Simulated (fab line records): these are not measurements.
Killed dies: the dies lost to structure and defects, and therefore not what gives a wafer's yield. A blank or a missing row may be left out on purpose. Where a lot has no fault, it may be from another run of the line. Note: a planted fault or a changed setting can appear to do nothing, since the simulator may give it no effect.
fab line records	flow sky130
record lots=12	wafers=36	last-day=50
route steps=708 shown VIA2@531 METAL3@532 CAPM@539 PAD_OPEN@708
lots that met no fault: from a run of the same line without faults
start-h: the number of hours between the record's first day and the start of the first shown wafer of the lot	wait-h: hours from the lot's prior step to this one	" same as the row above	L1.1+2: a row that stands for several wafers	- no value present, or no start provided	* or withheld: withheld	< > ~ a bound
route shown NAME@n: a module of which the file shows steps, and the number in the route of the first	usual: the fault-free wafers' mean and standard deviation	same: alike in all rows	chamber/n: place in a boat	sites: the reading at each site	_std_site: the values' standard deviation	_edge_site: mean of outer sites minus mean of inner sites	radius-mm: how far each site lies from the wafer's centre	mask NAME#n: copy n	behind: the most recent tool/chamber to have shaped the wafer	hold: cause of the lot's hold/its duration in hours/its outcome	device: whichever transistor did not switch (one of n, p or np)	end of line: tests of these same wafers at the route's end	where a step has no rows: the recipe by itself	killed: count of dies lost to structure and defects at first sort (not the wafer's yield)	map: dies across one wafer; x = killed, . = not, _ = none there
set.NAME: setting as actually run; set.NAME@STEP: the setting as run at that earlier step	model.NAME: the simulator's own value behind a step, which no gauge read
steps of the route over a sample of lots; a table a step, a row a wafer
services: from which hour (start-h, from the record's first day; less than 0 if before it) a tool's chamber was out of use, for how many hours, and why
## steps
# step SKY_VIA2_CMP_24
# recipe stop-on=SiO2	t-overpolish-s=20	down-force-psi=3.5	platen-rpm=60	target-thk-nm=0	pad-velocity-m-s=0.94248
# usual motor-current-A=11.5/1.7	overpolish-run-s=20.000/0.0095	time-to-endpoint-s=102/5.7
lot.wafer	tool	chamber	start-h	wait-h	motor-current-A	overpolish-run-s	time-to-endpoint-s
L997.2	cmp-02	0	858.80	0.1	11.1	20.003	95
L997.1	"	2	"	"	14.1	20.005	94
L997.5	"	3	"	"	13.1	19.999	103
L998.3	cmp-02	2	867.37	0.0	14.0	20.006	99
L998.2	"	3	"	"	13.1	20.017	105
L998.4	"	1	"	"	9.9	20.009	105
L999.4	cmp-02	0	877.14	0.1	11.0	20.000	95
L999.2	"	1	"	"	9.6	19.996	103
L999.5	"	3	"	"	13.0	20.000	104
L100.3	cmp-02	3	890.88	0.1	12.5	19.995	99
L100.2	"	0	"	"	11.8	19.999	88
L100.5	"	2	"	"	13.8	19.996	93
L101.2	cmp-02	0	899.83	0.1	10.6	20.001	91
L101.3	"	2	"	"	14.1	20.016	95
L101.5	"	0	"	"	10.6	20.000	91
L103.4	cmp-02	2	905.60	0.0	14.8	20.003	96
L103.3	"	0	"	"	10.9	20.005	89
L103.5	"	3	"	"	13.1	20.028	104
L104.4	cmp-01	1	917.94	0.0	10.2	20.012	100
L104.3	"	3	"	"	8.9	19.994	110
L104.6	"	1	"	"	10.7	19.993	99
L105.3	cmp-01	2	921.65	0.0	12.0	20.013	112
L105.2	"	0	"	"	12.0	20.009	103
L105.5	"	3	"	"	8.9	20.005	108
L115.2	cmp-02	3	989.40	0.0	12.4	19.997	108
L115.1	"	0	"	"	10.7	19.992	96
L115.4	"	1	"	"	9.1	19.989	108
L118.1	cmp-01	2	1010.64	0.1	11.0	19.998	113
L118.3	"	1	"	"	10.8	20.007	101
L118.5	"	2	"	"	12.2	20.003	112
L119.1	cmp-01	3	1015.32	0.2	9.0	19.998	109
L119.6	"	0	"	"	11.8	20.000	104
L119.5	"	1	"	"	10.5	20.001	100
L120.3	cmp-02	1	1015.47	0.0	9.5	19.982	103
L120.2	"	2	"	"	14.4	19.995	95
L120.4	"	0	"	"	10.8	20.006	90
# step SKY_METAL3_SPUTTER_00
# recipe material=Ti	target-thk-nm=15	power-w=3000	time-s=10	chamber-pressure-pa=0.4
# usual throttle-valve-pct=29.7/0.84
# same time-s=10
lot.wafer	tool	chamber	start-h	wait-h	throttle-valve-pct
L997.1	pvd-sputter-02	-	859.05	0.1	30.4
L997.2	"	-	"	"	30.2
L997.5	"	-	"	"	30.5
L998.2	pvd-sputter-03	-	867.67	0.2	29.0
L998.3	"	-	"	"	29.8
L998.4	"	-	"	"	30.8
L999.2	pvd-sputter-03	-	877.39	0.1	31.0
L999.4	"	-	"	"	29.5
L999.5	"	-	"	"	29.7
L100.2	pvd-sputter-02	-	891.08	0.1	30.4
L100.3	"	-	"	"	30.4
L100.5	"	-	"	"	30.7
L101.2	pvd-sputter-03	-	900.08	0.2	29.6
L101.3	"	-	"	"	29.1
L101.5	"	-	"	"	28.8
L103.3	pvd-sputter-01	-	905.90	0.1	29.1
L103.4	"	-	"	"	31.0
L103.5	"	-	"	"	29.2
L104.3	pvd-sputter-03	-	918.24	0.1	29.0
L104.4	"	-	"	"	29.7
L104.6	"	-	"	"	30.8
L105.2	pvd-sputter-01	-	921.95	0.1	28.9
L105.3	"	-	"	"	31.0
L105.5	"	-	"	"	30.9
L115.1	pvd-sputter-03	-	989.70	0.2	29.8
L115.2	"	-	"	"	29.8
L115.4	"	-	"	"	29.1
L118.1	pvd-sputter-01	-	1010.94	0.2	28.7
L118.3	"	-	"	"	28.8
L118.5	"	-	"	"	29.0
L119.1	pvd-sputter-01	-	1015.47	0.1	29.0
L119.5	"	-	"	"	29.0
L119.6	"	-	"	"	28.4
L120.2	pvd-sputter-03	-	1015.77	0.2	29.2
L120.3	"	-	"	"	29.9
L120.4	"	-	"	"	30.9
# step SKY_CAPM_SPUTTER_02
# recipe material=TiN	target-thk-nm=200	temp-c=300	power-w=6500	time-s=161.7	chamber-pressure-pa=0.4
# usual throttle-valve-pct=29.6/0.68
# same time-s=161.7
lot.wafer	tool	chamber	start-h	wait-h	throttle-valve-pct
L997.1	pvd-sputter-04	-	859.29	0.1	29.6
L997.2	"	-	"	"	29.5
L997.5	"	-	"	"	29.1
L998.2	pvd-sputter-02	-	867.90	0.0	31.0
L998.3	"	-	"	"	30.3
L998.4	"	-	"	"	30.2
L999.2	pvd-sputter-02	-	877.62	0.0	30.3
L999.4	"	-	"	"	30.3
L999.5	"	-	"	"	30.3
L100.2	pvd-sputter-04	-	891.31	0.0	29.6
L100.3	"	-	"	"	29.5
L100.5	"	-	"	"	29.5
L101.2	pvd-sputter-01	-	900.32	0.0	28.9
L101.3	"	-	"	"	28.6
L101.5	"	-	"	"	28.2
L103.3	pvd-sputter-02	-	906.13	0.0	30.7
L103.4	"	-	"	"	30.5
L103.5	"	-	"	"	30.2
L104.3	pvd-sputter-02	-	918.48	0.0	30.4
L104.4	"	-	"	"	30.7
L104.6	"	-	"	"	30.2
L105.2	pvd-sputter-04	-	922.23	0.0	29.3
L105.3	"	-	"	"	29.5
L105.5	"	-	"	"	29.5
L115.1	pvd-sputter-04	-	990.09	0.1	29.0
L115.2	"	-	"	"	29.8
L115.4	"	-	"	"	29.4
L118.1	pvd-sputter-04	-	1011.18	0.1	29.4
L118.3	"	-	"	"	29.3
L118.5	"	-	"	"	29.0
L119.1	pvd-sputter-04	-	1015.71	0.1	29.1
L119.5	"	-	"	"	29.0
L119.6	"	-	"	"	29.3
L120.2	pvd-sputter-01	-	1016.01	0.0	28.2
L120.3	"	-	"	"	28.5
L120.4	"	-	"	"	29.2
# step SKY_METAL3_COAT_07
# recipe resist=BARC	temp-c=withheld	time-s=withheld	spin-rpm=3000	resist-thk-nm=60
# usual spin-speed-rpm=2999.8/2.2
lot.wafer	tool	chamber	start-h	wait-h	spin-speed-rpm
L997.1	litho-track-02	0	898.48	0.1	3002.7
L997.2	"	0	"	"	3001.7
L997.5	"	0	"	"	3004.2
L998.2	litho-track-04	0	905.55	0.1	3003.3
L998.3	"	0	"	"	3001.8
L998.4	"	0	"	"	3000.3
L999.2	litho-track-03	0	916.03	0.1	3000.9
L999.4	"	0	"	"	3001.8
L999.5	"	0	"	"	2999.2
L100.2	litho-track-03	0	929.78	0.1	2996.0
L100.3	"	0	"	"	2996.7
L100.5	"	0	"	"	2998.2
L101.2	litho-track-03	0	938.28	0.1	3002.0
L101.3	"	0	"	"	3000.6
L101.5	"	0	"	"	3000.0
L103.3	litho-track-02	0	943.68	0.1	3000.6
L103.4	"	0	"	"	2995.7
L103.5	"	0	"	"	2998.9
L104.3	litho-track-04	0	955.18	0.1	3001.9
L104.4	"	0	"	"	3000.7
L104.6	"	0	"	"	3004.9
L105.2	litho-track-02	0	959.61	0.1	2998.4
L105.3	"	0	"	"	2997.4
L105.5	"	0	"	"	2995.5
L115.1	litho-track-02	0	1026.03	0.1	3126.1
L115.2	"	0	"	"	3123.5
L115.4	"	0	"	"	3119.1
L118.1	litho-track-02	0	1045.43	0.1	3124.2
L118.3	"	0	"	"	3125.3
L118.5	"	0	"	"	3124.6
L119.1	litho-track-04	0	1050.38	0.1	3001.0
L119.5	"	0	"	"	3003.7
L119.6	"	0	"	"	2997.6
L120.2	litho-track-03	0	1050.88	0.1	2998.7
L120.3	"	0	"	"	3001.4
L120.4	"	0	"	"	3000.8
# step SKY_PAD_OPEN_PROBE_99
# usual defect-limited-yield=82.4/1.9	killed_at_M0_to_M3=43/7.5	killed_at_M4_up=3.2/1.9	killed-at-contacts=24/4.9	killed-at-front-end=15/4.3	killed-at-other=0.4/0.72	killed-dies=86/9.1	killed-open=47/6.5	killed-short=39/6.5	sort_bin_3_pad_short=0.9/0.43	sort_bin_5_function=10.4/1.3	sort_bin_6_memory=6.3/1.2	sort-n-pass=406/9.1	sort-yield-pct=82.4/1.9
# same gross-dies=492	killed-at-back-side=0	sort_bin_4_leakage[%]=0	sort_bin_8_speed[%]=0
lot.wafer	tool	chamber	start-h	wait-h	defect-limited-yield[%]	killed_at_M0_to_M3	killed_at_M4_up	killed-at-contacts	killed-at-front-end	killed-at-other	killed-dies	killed-open	killed-short	sort_bin_3_pad_short[%]	sort_bin_5_function[%]	sort_bin_6_memory[%]	sort-n-pass	sort-yield-pct[%]
L100.2	prober-01	-	1113.16	0.1	82.3	38	4	30	15	0	87	48	39	0.4	9.3	7.9	405	82.3
L100.3	prober-01	-	1113.21	0.2	79.9	41	3	27	28	0	99	52	47	1.4	12.0	6.7	393	79.9
L100.5	prober-01	-	1113.31	0.2	83.5	42	4	18	17	0	81	47	33	1.0	9.6	5.9	411	83.5
L104.3	prober-01	-	1132.51	0.2	80.1	45	2	27	24	0	98	46	51	1.4	12.8	5.7	394	80.1
L104.4	prober-01	-	1132.56	0.2	78.7	52	5	21	26	1	105	49	54	1.8	12.0	7.5	387	78.7
L104.6	prober-01	-	1132.66	0.2	82.3	44	1	21	20	1	87	44	42	1.0	10.0	6.7	405	82.3
L115.1	prober-02	-	1188.32	0.1	81.1	52	2	24	15	0	93	47	46	2.2	9.6	7.1	399	81.1
L115.2	prober-02	-	1188.37	0.1	80.9	53	4	23	13	1	94	44	50	2.0	11.0	6.1	398	80.9
L115.4	prober-02	-	1188.47	0.2	82.9	44	2	25	13	0	84	41	43	0.8	10.0	6.3	408	82.9
L118.1	prober-01	-	1200.80	0.1	80.7	49	5	26	15	0	95	56	38	0.2	10.8	8.3	397	80.7
L118.3	prober-01	-	1200.90	0.2	80.9	56	2	27	9	0	94	57	37	0.8	11.8	6.5	398	80.9
L118.5	prober-01	-	1201.00	0.2	82.3	48	7	20	12	0	87	40	47	1.0	8.9	7.7	405	82.3
# killed by level:class
L100.2 LI_CONTACT:geometric-particle:open=9 CONTACT:geometric-particle:open=9 LOCAL_INTERCONNECT:geometric-particle:short=8 VIA2:geometric-particle:open=8 FIELD_ISO:geometric-particle:open=6 VIA1:geometric-particle:open=5 METAL2:geometric-particle:short=5 VIA3:geometric-particle:open=5
L100.3 METAL2:geometric-particle:short=11 CONTACT:geometric-particle:open=10 VIA1:geometric-particle:open=7 FIELD_ISO:geometric-particle:open=6 POLY_GATE:geometric-particle:open=6 VIA1:geometric-particle:short=5 LI_CONTACT:geometric-particle:open=5 VIA2:geometric-particle:open=5
L100.5 VIA1:geometric-particle:open=14 VIA2:geometric-particle:open=7 VIA3:geometric-particle:open=6 POLY_GATE:geometric-particle:short=5 CONTACT:geometric-particle:open=5 FIELD_ISO:geometric-particle:short=4 LI_CONTACT:geometric-particle:open=4 LOCAL_INTERCONNECT:geometric-particle:short=3
L104.3 VIA1:geometric-particle:open=13 FIELD_ISO:geometric-particle:short=12 LI_CONTACT:geometric-particle:open=7 METAL2:geometric-particle:short=6 LOCAL_INTERCONNECT:geometric-particle:short=6 METAL3:geometric-particle:short=6 VIA3:geometric-particle:open=6 CONTACT:geometric-particle:short=5
L104.4 VIA1:geometric-particle:open=13 METAL2:geometric-particle:short=12 METAL1:geometric-particle:short=9 FIELD_ISO:geometric-particle:open=8 LI_CONTACT:geometric-particle:open=7 CONTACT:geometric-particle:open=5 VIA2:geometric-particle:open=5 VIA3:geometric-particle:open=5
L104.6 VIA1:geometric-particle:open=10 FIELD_ISO:geometric-particle:short=8 CONTACT:geometric-particle:open=7 LI_CONTACT:geometric-particle:open=7 METAL1:geometric-particle:short=7 VIA1:geometric-particle:short=6 CONTACT:geometric-particle:short=5 VIA2:geometric-particle:open=5
L115.1 CONTACT:geometric-particle:open=10 VIA2:geometric-particle:open=9 VIA1:geometric-particle:open=8 VIA3:geometric-particle:short=8 VIA2:geometric-particle:short=7 VIA1:geometric-particle:short=6 LI_CONTACT:geometric-particle:open=5 POLY_GATE:geometric-particle:open=4
L115.2 METAL1:geometric-particle:short=14 CONTACT:geometric-particle:open=11 VIA1:geometric-particle:open=8 FIELD_ISO:geometric-particle:short=6 VIA2:geometric-particle:open=6 VIA3:geometric-particle:open=6 METAL2:geometric-particle:short=5 METAL3:geometric-particle:short=5
L115.4 VIA1:geometric-particle:open=10 LI_CONTACT:geometric-particle:open=9 VIA1:geometric-particle:short=7 CONTACT:geometric-particle:open=6 FIELD_ISO:geometric-particle:open=5 CONTACT:geometric-particle:short=5 METAL1:geometric-particle:short=4 METAL2:geometric-particle:short=4
L118.1 CONTACT:geometric-particle:open=14 VIA3:geometric-particle:open=13 VIA1:geometric-particle:open=10 LI_CONTACT:geometric-particle:open=5 VIA2:geometric-particle:open=5 LOCAL_INTERCONNECT:geometric-particle:short=5 METAL4:geometric-particle:short=4 METAL3:geometric-particle:short=4
L118.3 VIA1:geometric-particle:open=15 CONTACT:geometric-particle:open=14 VIA3:geometric-particle:open=10 METAL2:geometric-particle:short=6 VIA2:geometric-particle:open=6 CONTACT:geometric-particle:short=5 LOCAL_INTERCONNECT:geometric-particle:short=4 METAL1:geometric-particle:short=4
L118.5 LI_CONTACT:geometric-particle:open=8 VIA2:geometric-particle:open=8 VIA3:geometric-particle:open=8 POLY_GATE:geometric-particle:short=7 METAL1:geometric-particle:short=7 VIA1:geometric-particle:open=7 METAL2:geometric-particle:short=7 CONTACT:geometric-particle:short=6
## services
tool	chamber	start-h	hours	kind
pvd-sputter-04	-	835.57	3.9	repair
cmp-02	-	843.91	2.8	repair
cmp-02	-	850.45	2.0	repair
pvd-sputter-04	-	871.07	0.6	repair
cmp-01	-	877.91	5.3	repair
pvd-sputter-04	-	878.24	1.3	repair
cmp-02	-	887.47	1.1	repair
cmp-02	-	912.26	4.0	pm
cmp-02	-	916.26	-	consumable-replace:conditioner
cmp-02	-	916.26	-	consumable-replace:pad
pvd-sputter-02	-	941.62	1.5	repair
cmp-01	-	954.70	3.9	repair
cmp-01	-	957.42	3.1	repair
cmp-01	-	970.01	12.1	pm
pvd-sputter-01	-	972.30	1.1	repair
cmp-02	-	983.78	2.5	repair
pvd-sputter-03	-	998.02	3.0	repair
pvd-sputter-03	-	1011.24	1.3	repair
cmp-02	-	1033.75	1.2	repair
pvd-sputter-02	-	1034.83	4.2	repair
pvd-sputter-04	-	1037.13	13.5	repair
cmp-02	-	1044.77	0.7	repair
## key
first-sign step=SKY_METAL3_COAT_07	reading=spin-speed-rpm	direction=up	sigmas=57	usual=2999.8	struck=3123.8
effect none on later readings
met-at SKY_METAL3_COAT_07
struck-lots L115,L118
not-acting-at SKY_VIA2_CMP_24,SKY_METAL3_SPUTTER_00,SKY_CAPM_SPUTTER_02
onset-between 959.61 1026.03
fault kind=process-parameter-drift	tool=litho-track-02	chamber=-	onset-h=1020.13	steps=SKY_METAL3_COAT_07	channel=spin-rpm	offset=125.26	shape=step	end-h=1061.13	acts-in=these-recipes-only	stated=3000
